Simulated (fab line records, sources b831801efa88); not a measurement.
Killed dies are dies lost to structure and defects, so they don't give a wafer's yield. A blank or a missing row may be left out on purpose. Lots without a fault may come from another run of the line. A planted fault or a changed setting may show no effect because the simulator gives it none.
fab line records | flow sky130
record lots=12 wafers=36 last_day=51
route steps=708 shown METAL2@487 METAL3@565 VIA3@586 METAL5@677 PAD_OPEN@708
lots that met no fault: from a run of the same line without faults
start_h: hours from the record's first day to the start of the lot's first wafer shown | wait_h: hours since the lot's step before | " the same as in the row above | L1.1+2: a row that stands for several wafers | - no value, or no start given | * or withheld: withheld | < > ~ a bound
route shown NAME@n: a module of which the file shows steps, and the number in the route of the first | usual: mean/standard deviation of fault-free wafers | same: alike in all rows | chamber/n: place in a boat | sites: the reading at each site | _std_site: their standard deviation | _edge_site: outer sites' mean less inner sites' | radius_mm: how far each site lies from the wafer's centre | mask NAME#n: copy n | behind: the tool/chamber that last shaped the wafer | hold: why the lot was held/for how many hours/how that ended | device: the transistor (n, p or np) that didn't switch | end of line: the same wafers' tests at the end of the route | a step without rows: its recipe alone | killed: dies lost to structure and defects at the first sort, not the wafer's yield | map: a wafer's dies, x killed, . not, _ none there
set.NAME: the setting as run; set.NAME@STEP: as run at that earlier step | model.NAME: the simulator's own value behind a step, which no gauge read
steps of the route over a sample of lots; a table a step, a row a wafer
services: from which hour (start_h, from the record's first day; less than 0 if before it) a tool's chamber was out of use, for how many hours, and why
## steps
# step SKY_METAL2_SPUTTER_04
# recipe material=TiN target_thk_nm=70 power_w=6500 time_s=58.3 chamber_pressure_pa=0.4
# usual throttle_valve_pct=30.1/0.98
# same time_s=58.3
# columns lot.wafer tool chamber start_h wait_h throttle_valve_pct
L595.1 pvd_sputter-02 - 825.96 0.0 30.8
L595.3 " - " " 30.1
L595.5 " - " " 30.0
L594.1 pvd_sputter-01 - 827.08 0.0 28.8
L594.4 " - " " 31.6
L594.5 " - " " 30.3
L596.2 pvd_sputter-02 - 837.20 0.0 31.1
L596.5 " - " " 29.8
L596.6 " - " " 31.1
L599.3 pvd_sputter-01 - 859.47 0.0 28.6
L599.5 " - " " 28.8
L599.6 " - " " 31.4
L602.1 pvd_sputter-04 - 874.91 0.0 31.3
L602.3 " - " " 31.0
L602.6 " - " " 29.9
L603.2 pvd_sputter-04 - 880.04 0.0 30.6
L603.4 " - " " 29.9
L603.6 " - " " 29.9
L607.2 pvd_sputter-02 - 917.44 0.0 29.7
L607.4 " - " " 31.2
L607.6 " - " " 29.7
L609.2 pvd_sputter-01 - 924.26 0.0 28.9
L609.3 " - " " 30.3
L609.4 " - " " 31.7
L610.1 pvd_sputter-01 - 928.47 0.0 30.2
L610.3 " - " " 31.5
L610.4 " - " " 28.7
L611.3 pvd_sputter-02 - 939.94 0.0 31.1
L611.5 " - " " 29.7
L611.6 " - " " 29.5
L614.1 pvd_sputter-01 - 958.00 0.0 30.3
L614.3 " - " " 31.5
L614.5 " - " " 29.0
L617.4 pvd_sputter-04 - 979.60 0.0 29.7
L617.5 " - " " 30.0
L617.6 " - " " 31.4
# step SKY_METAL3_DESCUM_15
# recipe chemistry=O2 source_power_w=150 bias_power_w=0 pressure_mtorr=10 temp_c=40 time_s=8
# usual drypump_motor_current_A=5.9/0.34 oes_product_au=1.001/0.0084
# same time_s=8
# columns lot.wafer tool chamber start_h wait_h drypump_motor_current_A oes_product_au rf_hours_counter_h
L595.1 rie_metal-04 1 934.11 0.0 5.5 1.003 8
L595.3 " 0 " " 6.3 1.011 -
L595.5 " 1 " " 5.6 0.996 -
L594.1 rie_metal-01 0 934.70 0.0 5.9 1.005 3
L594.4 " 0 " " 5.9 1.006 -
L594.5 " 1 " " 5.4 1.009 -
L596.2 rie_metal-04 0 947.19 0.0 6.3 1.002 14
L596.5 " 0 " " 6.3 0.991 -
L596.6 " 1 " " 5.6 1.010 -
L599.3 rie_metal-01 0 965.73 0.0 5.9 1.006 -
L599.5 " 0 " " 5.9 1.009 -
L599.6 " 0 " " 5.9 1.012 -
L602.1 rie_metal-01 1 982.21 0.0 5.3 0.992 18
L602.3 " 1 " " 5.3 0.990 -
L602.6 " 1 " " 5.4 0.995 -
L603.2 rie_metal-01 0 987.15 0.0 5.9 1.007 6
L603.4 " 1 " " 5.3 0.997 -
L603.6 " 1 " " 5.3 0.997 -
L607.2 rie_metal-04 1 1019.16 0.0 5.5 1.003 13
L607.4 " 0 " " 6.3 0.997 -
L607.6 " 0 " " 6.3 0.994 -
L609.2 rie_metal-02 0 1025.79 0.0 6.1 1.004 3
L609.3 " 0 " " 6.1 0.990 -
L609.4 " 1 " " 6.2 1.010 -
L610.1 rie_metal-04 1 1030.39 0.0 5.5 0.997 14
L610.3 " 0 " " 6.3 0.987 -
L610.4 " 1 " " 5.6 1.002 -
L611.3 rie_metal-01 0 1040.30 0.0 5.8 0.992 -
L611.5 " 1 " " 5.3 0.987 -
L611.6 " 0 " " 5.9 0.984 -
L614.1 rie_metal-02 1 1056.56 0.0 6.3 0.998 17
L614.3 " 0 " " 6.1 0.998 -
L614.5 " 0 " " 6.1 0.997 -
L617.4 rie_metal-01 0 1076.87 0.0 5.9 1.014 -
L617.5 " 0 " " 5.9 1.003 -
L617.6 " 0 " " 5.9 1.007 -
# step SKY_VIA3_OVL_MEAS_13
# usual VIA3_OVL=-2/5.4
# columns lot.wafer tool chamber start_h wait_h VIA3_OVL[nm]
L595.1 overlay-02 - 960.32 0.1 -10
L595.3 " - " " -15
L595.5 " - " " -13
L594.1 overlay-02 - 961.32 0.1 -2
L594.4 " - " " -1
L594.5 " - " " -2
L596.2 overlay-01 - 973.62 0.1 -6
L596.5 " - " " 2
L596.6 " - " " -2
L599.3 overlay-02 - 991.23 0.1 1
L599.5 " - " " -4
L599.6 " - " " 1
L602.1 overlay-02 - 1007.82 0.1 5
L602.3 " - " " 4
L602.6 " - " " -7
L603.2 overlay-02 - 1012.84 0.1 14
L603.4 " - " " 8
L603.6 " - " " 8
L607.2 overlay-02 - 1044.13 0.1 -6
L607.4 " - " " -11
L607.6 " - " " -11
L609.2 overlay-02 - 1050.23 0.1 -2
L609.3 " - " " -7
L609.4 " - " " -6
L610.1 overlay-01 - 1055.57 0.1 -4
L610.3 " - " " 0
L610.4 " - " " -5
L611.3 overlay-01 - 1063.88 0.1 -9
L611.5 " - " " -11
L611.6 " - " " -12
L614.1 overlay-02 - 1079.87 0.1 -7
L614.3 " - " " -11
L614.5 " - " " -15
L617.4 overlay-01 - 1099.94 0.1 0
L617.5 " - " " 0
L617.6 " - " " -1
# step SKY_METAL5_STRIP_16
# recipe chemistry=O2/N2 power_w=1400 pressure_mtorr=1500 platen_temp_c=withheld o2_flow_sccm=3000 n2_flow_sccm=300 overash_fraction=0.5
# usual drypump_motor_current_A=5.7/0.39 oes_product_au=0.710/0.0042 strip_time_to_endpoint_s=13.08/0.11
# columns lot.wafer tool chamber start_h wait_h drypump_motor_current_A oes_product_au rf_hours_counter_h strip_time_to_endpoint_s
L595.1 plasma_asher-01 1 1059.97 0.2 5.7 0.708 31 13.20
L595.3 " 1 " " 5.7 0.709 - 13.14
L595.5 " 1 " " 5.7 0.710 - 13.26
L594.1 plasma_asher-02 0 1061.87 0.2 5.7 0.707 87 13.13
L594.4 " 1 " " 6.3 0.711 - 13.02
L594.5 " 0 " " 5.7 0.709 - 13.16
L596.2 plasma_asher-01 1 1072.24 0.3 5.7 0.710 32 12.93
L596.5 " 1 " " 5.7 0.706 - 13.11
L596.6 " 0 " " 5.0 0.706 - 13.08
L599.3 plasma_asher-02 1 1086.05 0.1 6.4 0.705 - 13.01
L599.5 " 1 " " 6.3 0.709 - 13.22
L599.6 " 0 " " 5.7 0.707 - 13.25
L602.1 plasma_asher-03 1 1102.48 0.2 5.6 0.715 3 13.14
L602.3 " 0 " " 5.7 0.718 - 12.87
L602.6 " 0 " " 5.7 0.706 - 13.17
L603.2 plasma_asher-03 0 1106.87 0.2 5.7 0.706 4 13.29
L603.4 " 1 " " 5.6 0.713 - 13.03
L603.6 " 0 " " 5.7 0.710 - 13.19
L607.2 plasma_asher-03 1 1133.57 0.2 5.6 0.718 6 13.01
L607.4 " 0 " " 5.7 0.709 - 12.93
L607.6 " 0 " " 5.7 0.719 - 13.06
L609.2 plasma_asher-02 1 1140.77 0.2 6.3 0.703 95 13.13
L609.3 " 1 " " 6.3 0.707 - 13.12
L609.4 " 0 " " 5.7 0.712 - 13.12
L610.1 plasma_asher-03 1 1145.13 0.2 5.6 0.712 7 13.10
L610.3 " 1 " " 5.6 0.711 - 13.03
L610.4 " 0 " " 5.7 0.711 - 13.10
L611.3 plasma_asher-02 0 1152.01 0.1 5.7 0.715 - 12.99
L611.5 " 1 " " 6.3 0.716 - 13.19
L611.6 " 0 " " 5.7 0.704 - 13.05
L614.1 plasma_asher-03 1 1166.07 0.2 5.6 0.719 9 13.13
L614.3 " 0 " " 5.7 0.705 - 13.17
L614.5 " 1 " " 5.6 0.711 - 13.09
L617.4 plasma_asher-03 0 1184.35 0.1 5.7 0.714 - 13.20
L617.5 " 0 " " 5.6 0.707 - 13.16
L617.6 " 1 " " 5.6 0.709 - 13.07
# step SKY_PAD_OPEN_PROBE_99
# usual defect_limited_yield=82.5/2.2 killed_at_M0_to_M3=43/7.5 killed_at_M4_up=3.2/1.9 killed_at_contacts=24/5.6 killed_at_front_end=15/4.8 killed_at_other=0.2/0.54 killed_dies=86/11 killed_on_rim=17/3.6 killed_open=47/7.6 killed_short=39/7.1 sort_bin_3_pad_short=0.8/0.36 sort_bin_5_function=10.4/1.6 sort_bin_6_memory=6.3/1.3 sort_n_pass=406/11 sort_yield_pct=82.5/2.2
# same gross_dies=492 killed_at_back_side=0 sort_bin_4_leakage[%]=0 sort_bin_8_speed[%]=0
# columns lot.wafer tool chamber start_h wait_h defect_limited_yield[%] killed_at_M0_to_M3 killed_at_M4_up killed_at_contacts killed_at_front_end killed_at_other killed_dies killed_on_rim killed_open killed_short sort_bin_3_pad_short[%] sort_bin_5_function[%] sort_bin_6_memory[%] sort_n_pass sort_yield_pct[%]
L602.1 prober-02 - 1146.30 0.1 81.5 41 2 31 16 1 91 22 52 39 0.6 10.6 7.3 401 81.5
L602.3 prober-02 - 1146.40 0.2 79.9 48 2 34 15 0 99 22 53 46 0.6 11.4 8.1 393 79.9
L602.6 prober-02 - 1146.55 0.2 72.6 93 4 20 18 0 135 23 41 31 3.0 18.5 5.9 357 72.6
L603.2 prober-01 - 1150.70 0.1 81.3 65 2 17 8 0 92 19 48 44 0.4 12.2 6.1 400 81.3
L603.4 prober-01 - 1150.80 0.2 73.6 98 1 17 12 2 130 20 43 31 2.8 18.1 5.5 362 73.6
L603.6 prober-01 - 1150.90 0.2 82.9 41 5 24 14 0 84 15 46 38 0.2 11.0 5.9 408 82.9
# killed by level:class
L602.1 CONTACT:geometric_particle:open=11 VIA1:geometric_particle:open=11 CONTACT:geometric_particle:short=9 FIELD_ISO:geometric_particle:open=7 VIA2:geometric_particle:open=7 VIA1:geometric_particle:short=5 LI_CONTACT:geometric_particle:open=5 METAL2:geometric_particle:short=5
L602.3 CONTACT:geometric_particle:open=13 VIA1:geometric_particle:short=9 VIA1:geometric_particle:open=8 VIA3:geometric_particle:open=8 LI_CONTACT:geometric_particle:open=6 VIA2:geometric_particle:open=5 CONTACT:geometric_particle:short=5 VIA3:geometric_particle:short=5
L602.6 METAL2:unspecified=63 LI_CONTACT:geometric_particle:open=9 VIA3:geometric_particle:open=8 FIELD_ISO:geometric_particle:open=6 VIA2:geometric_particle:open=5 FIELD_ISO:geometric_particle:short=4 CONTACT:geometric_particle:open=4 CONTACT:geometric_particle:short=4
L603.2 VIA1:geometric_particle:open=16 METAL2:geometric_particle:short=9 METAL1:geometric_particle:short=8 VIA3:geometric_particle:open=7 VIA2:geometric_particle:open=7 LI_CONTACT:geometric_particle:open=6 CONTACT:geometric_particle:open=6 VIA1:geometric_particle:short=4
L603.4 METAL2:unspecified=56 CONTACT:geometric_particle:open=9 VIA1:geometric_particle:open=8 METAL1:geometric_particle:short=7 VIA3:geometric_particle:open=7 VIA1:geometric_particle:short=5 FIELD_ISO:geometric_particle:open=4 VIA2:geometric_particle:open=4
L603.6 VIA1:geometric_particle:open=9 LI_CONTACT:geometric_particle:open=8 VIA2:geometric_particle:open=6 VIA1:geometric_particle:short=5 METAL1:geometric_particle:short=4 LOCAL_INTERCONNECT:geometric_particle:short=4 CONTACT:geometric_particle:open=4 VIA3:geometric_particle:open=4
## services
# columns tool chamber start_h hours kind
plasma_asher-02 - 802.50 4.5 repair
rie_metal-04 - 804.12 1.2 repair
pvd_sputter-02 - 806.11 0.5 repair
plasma_asher-03 - 825.60 2.8 pm
plasma_asher-02 - 882.30 0.4 repair
rie_metal-04 - 888.27 0.5 repair
plasma_asher-03 - 890.21 1.0 repair
pvd_sputter-02 - 900.47 3.7 repair
pvd_sputter-02 - 903.01 5.2 repair
pvd_sputter-02 - 927.52 1.5 repair
plasma_asher-02 - 953.58 6.3 repair
rie_metal-01 1 964.54 10.8 repair
pvd_sputter-02 - 966.98 1.5 repair
pvd_sputter-01 - 1018.39 15.8 repair
rie_metal-01 - 1051.29 3.2 repair
plasma_asher-03 - 1055.25 9.0 pm
plasma_asher-02 - 1067.98 1.8 repair
plasma_asher-03 - 1071.91 3.8 repair
rie_metal-01 - 1073.97 2.8 pm
plasma_asher-02 - 1102.45 1.2 repair
rie_metal-04 - 1104.93 0.3 repair
pvd_sputter-01 - 1110.11 2.6 repair
rie_metal-04 - 1111.36 2.0 repair
plasma_asher-03 - 1145.82 3.5 repair
## key
first_sign step=SKY_PAD_OPEN_PROBE_99 reading=killed_at_M0_to_M3 direction=up sigmas=6.9 usual=43 struck=96
effect step=SKY_PAD_OPEN_PROBE_99 reading=sort_bin_3_pad_short direction=up sigmas=5.9 usual=0.8 struck=2.9
met_at SKY_METAL2_SPUTTER_04
struck_lots L602,L603
struck_wafers L602.6,L603.4
not_acting_at SKY_METAL3_DESCUM_15,SKY_VIA3_OVL_MEAS_13,SKY_METAL5_STRIP_16
fault kind=chamber_particle_source tool=pvd_sputter-04 chamber=- onset_h=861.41 steps=SKY_METAL2_SPUTTER_04 rate_per_visit_cm2=1.2752 end_h=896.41 scope=struck_wafers_only
